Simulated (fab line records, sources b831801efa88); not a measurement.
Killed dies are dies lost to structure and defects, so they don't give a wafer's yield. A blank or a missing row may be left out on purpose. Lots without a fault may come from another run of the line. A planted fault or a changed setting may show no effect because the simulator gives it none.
Which tool did it? | flow gf180mcu | 12 lots, 36 wafers sampled, at 4 steps of a route of 602

WHAT THE GAUGES READ, wafer by wafer
GF_NWELL_OVL_MEAS_07. Usual: NWELL_OVL -1.0 nm, standard deviation 1.4.
lot  | measured    | on         | NWELL_OVL (nm) | flag
L428 | day 3 15:34 | overlay-02 | 2.2 1.1 0.2    |
L430 | day 3 23:28 | overlay-01 | -2.1 0.7 -2.8  |
L431 | day 4 04:47 | overlay-01 | 0.0 -0.8 -0.9  |
L433 | day 4 17:38 | overlay-01 | -2.7 -1.0 -1.8 |
L434 | day 4 23:58 | overlay-02 | -1.6 -3.6 -2.1 |
L439 | day 6 01:23 | overlay-01 | -1.6 0.1 -1.7  |
L443 | day 6 23:55 | overlay-01 | 1.0 -0.1 0.0   |
L446 | day 7 16:44 | overlay-01 | -1.0 -2.0 -0.7 |
L447 | day 7 22:50 | overlay-02 | -3.0 -2.1 -1.5 |
L448 | day 8 02:58 | overlay-02 | -1.6 0.4 -3.2  |
L449 | day 8 08:21 | overlay-01 | 0.3 0.8 0.6    |
L450 | day 8 15:39 | overlay-01 | -2.3 -1.3 -2.0 |

GF_LVPWELL_TW_MEAS_11. Usual: LVPWELL_TW 558, standard deviation 3.5.
lot  | measured    | on            | LVPWELL_TW  | flag
L428 | day 4 04:58 | film_metro-03 | 557 555 557 |
L430 | day 4 13:50 | film_metro-02 | 561 560 558 |
L431 | day 4 19:26 | film_metro-04 | 554 554 552 |
L433 | day 5 08:20 | film_metro-04 | 557 556 560 |
L434 | day 5 14:36 | film_metro-02 | 559 558 556 |
L439 | day 6 17:13 | film_metro-04 | 554 552 558 |
L443 | day 7 16:25 | film_metro-02 | 560 558 560 |
L446 | day 8 10:09 | film_metro-02 | 565 561 561 |
L447 | day 8 16:33 | film_metro-02 | 562 562 561 |
L448 | day 8 20:05 | film_metro-04 | 553 555 554 |
L449 | day 9 01:39 | film_metro-02 | 562 560 559 |
L450 | day 9 09:33 | film_metro-02 | 560 559 560 |

WHICH TOOL RAN EACH LOT (tool, then ch and the chambers of the sampled wafers, then the start)
lot  | GF_NWELL_STRIP_10                   | GF_LVPWELL_STRIP_10
L428 | plasma_asher-02 ch 0, day 3 15:54   | plasma_asher-04 ch 0,1, day 4 04:51
L430 | plasma_asher-02 ch 0,1, day 3 23:48 | plasma_asher-04 ch 0,1, day 4 13:41
L431 | plasma_asher-01 ch 0,1, day 4 05:07 | plasma_asher-03 ch 0,1, day 4 19:20
L433 | plasma_asher-02 ch 0,1, day 4 17:58 | plasma_asher-04 ch 0,1, day 5 08:14
L434 | plasma_asher-02 ch 0,1, day 5 00:17 | plasma_asher-04 ch 0,1, day 5 14:29
L439 | plasma_asher-03 ch 0,1, day 6 01:44 | plasma_asher-04 ch 0,1, day 6 17:08
L443 | plasma_asher-01 ch 0,1, day 7 00:14 | plasma_asher-03 ch 0,1, day 7 16:18
L446 | plasma_asher-03 ch 0,1, day 7 17:04 | plasma_asher-01 ch 0,1, day 8 10:02
L447 | plasma_asher-02 ch 0,1, day 7 23:11 | plasma_asher-03 ch 0,1, day 8 16:28
L448 | plasma_asher-02 ch 0,1, day 8 03:18 | plasma_asher-03 ch 0,1, day 8 19:59
L449 | plasma_asher-02 ch 0,1, day 8 08:41 | plasma_asher-01 ch 0,1, day 9 01:33
L450 | plasma_asher-01 ch 0,1, day 8 16:00 | plasma_asher-03 ch 0,1, day 9 09:28
- GF_NWELL_STRIP_10: strips in O2/N2.
- GF_LVPWELL_STRIP_10: strips in O2/N2.

WHAT THE TOOLS THEMSELVES READ (means of the sampled wafers that have a number; where no wafer has one, the mark that the record gives instead)
GF_NWELL_STRIP_10. Usual: drypump_motor_current_A 5.8 A, standard deviation 0.32; heater_power_w 353 W, standard deviation 43; n2_flow_sccm 300.1 sccm, standard deviation 0.93; oes_product_au 0.723 a.u., standard deviation 0.0046; strip_time_to_endpoint_s 36.73 s, standard deviation 0.096.
lot  | tool            | drypump_motor_current_A (A) | heater_power_w (W) | n2_flow_sccm (sccm) | oes_product_au (a.u.) | strip_time_to_endpoint_s (s) | flag
L428 | plasma_asher-02 | 5.5                         | 327                | 299.2               | 0.724                 | 36.81                        |
L430 | plasma_asher-02 | 5.5                         | 315                | 300.5               | 0.726                 | 36.81                        |
L431 | plasma_asher-01 | 6.1                         | 379                | 298.6               | 0.722                 | 36.78                        |
L433 | plasma_asher-02 | 5.6                         | 307                | 300.2               | 0.728                 | 36.71                        |
L434 | plasma_asher-02 | 5.6                         | 304                | 299.5               | 0.969                 | -                            | OFF
L439 | plasma_asher-03 | 5.6                         | 385                | 300.1               | 0.727                 | 36.81                        |
L443 | plasma_asher-01 | 6.1                         | 374                | 300.0               | 0.725                 | 36.73                        |
L446 | plasma_asher-03 | 5.7                         | 373                | 300.1               | 0.726                 | 36.68                        |
L447 | plasma_asher-02 | 5.6                         | 307                | 300.6               | 0.724                 | 36.82                        |
L448 | plasma_asher-02 | 5.5                         | 315                | 300.6               | 0.723                 | 36.85                        |
L449 | plasma_asher-02 | 5.6                         | 308                | 299.5               | 0.720                 | 36.51                        |
L450 | plasma_asher-01 | 6.0                         | 375                | 300.1               | 0.718                 | 36.76                        |

GF_LVPWELL_STRIP_10. Usual: drypump_motor_current_A 5.74 A, standard deviation 0.28; heater_power_w 362 W, standard deviation 33; n2_flow_sccm 299.9 sccm, standard deviation 0.97; oes_product_au 0.722 a.u., standard deviation 0.0048; strip_time_to_endpoint_s 37.00 s, standard deviation 0.11.
lot  | tool            | drypump_motor_current_A (A) | heater_power_w (W) | n2_flow_sccm (sccm) | oes_product_au (a.u.) | strip_time_to_endpoint_s (s) | flag
L428 | plasma_asher-04 | 5.58                        | 322                | 300.7               | 0.723                 | 36.97                        |
L430 | plasma_asher-04 | 5.68                        | 338                | 299.3               | 0.720                 | 37.16                        |
L431 | plasma_asher-03 | 5.58                        | 383                | 300.5               | 0.716                 | 36.85                        |
L433 | plasma_asher-04 | 5.58                        | 324                | 301.2               | 0.725                 | 37.07                        |
L434 | plasma_asher-04 | 5.66                        | 334                | 300.3               | 0.727                 | 40.03                        | OFF
L439 | plasma_asher-04 | 5.60                        | 323                | 299.0               | 0.726                 | 36.93                        |
L443 | plasma_asher-03 | 5.56                        | 388                | 298.6               | 0.718                 | 37.12                        |
L446 | plasma_asher-01 | 6.06                        | 376                | 299.7               | 0.719                 | 37.03                        |
L447 | plasma_asher-03 | 5.70                        | 376                | 299.2               | 0.722                 | 37.08                        |
L448 | plasma_asher-03 | 5.58                        | 387                | 299.6               | 0.722                 | 36.89                        |
L449 | plasma_asher-01 | 6.21                        | 395                | 301.4               | 0.727                 | 37.11                        |
L450 | plasma_asher-03 | 5.60                        | 381                | 299.9               | 0.722                 | 36.82                        |

THE ANSWER, worked out from the rows above alone
Rule: a lot is off if the mean of its wafers that have a number lies more than 3 standard deviations from the usual mean. A lot without any number at a reading at which 4 lots or more have one is off too. The other lots that the step has rows for count as sound. The gauges are gone through in route order, then the tools' own readings, and for those a lot's mean is taken as printed above. The first step at which some lot is off is used, and at that step the reading that is off furthest; a lot without a number counts as furthest.
Off: L434, at GF_NWELL_STRIP_10 (strip_time_to_endpoint_s). Without a number there: L434.
A tool fits if, at that step or a process step before it, it ran every lot that is off, and no sound lot after the first of them. None of those tried fits.

WHAT THE SIMULATOR HAD PUT IN
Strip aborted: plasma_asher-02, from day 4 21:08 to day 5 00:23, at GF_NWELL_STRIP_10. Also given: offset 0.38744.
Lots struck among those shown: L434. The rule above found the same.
